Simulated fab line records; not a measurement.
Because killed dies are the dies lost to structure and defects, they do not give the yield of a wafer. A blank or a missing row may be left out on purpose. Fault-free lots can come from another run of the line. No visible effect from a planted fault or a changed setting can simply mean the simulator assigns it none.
Matching of chambers -- flow sfq_line -- SFQ_TRILAYER_I2_DEP_PECVD_063 on pecvd-02 has 3 sister chambers
The step deposits SiO2 from SiH4/N2O, time 111.11 s, target thk 500 nm. 3 wafers are shown with their chamber, then 7 later ones without.

== EACH WAFER AND ITS CHAMBER ==
wafer,chamber,throttle_valve_pct (%)
L150.4,0,28.5
L152.3,2,24.1
L152.5,1,25.1

== WAFERS WHOSE CHAMBER IS MISSING ==
wafer,throttle_valve_pct (%)
L152.6,28.4
L157.2,23.5
L157.4,23.3
L157.6,22.7
L158.1,22.6
L158.3,23.0
L158.5,22.5

== CHAMBER TAKEN BY EACH ==
wafer,from the rows above,in truth
L152.6,0,0
L157.2,can't be placed: 2 or 1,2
L157.4,can't be placed: 2 or 1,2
L157.6,can't be placed: 2 or 1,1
L158.1,can't be placed: 2 or 1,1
L158.3,can't be placed: 2 or 1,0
L158.5,can't be placed: 2 or 1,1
Placed correctly: 1 of 7. Unplaceable from these rows: 6, with the true chamber sitting among the candidates in 5. Wrongly placed: 0.
How it was worked out, from the rows above alone: a wafer's distance from a chamber is the root of the sum, over the readings, of the square of ((its reading less the chamber's mean) divided by the reading's scatter). The wafer belongs to the nearest chamber; if the next one is less than 2 further off, it can't be placed. Each chamber's mean is taken over the wafers shown for it. The scatter (one wafer shown for each chamber): square how far every hidden wafer sits from the nearest shown wafer, average those squares and take the square root.
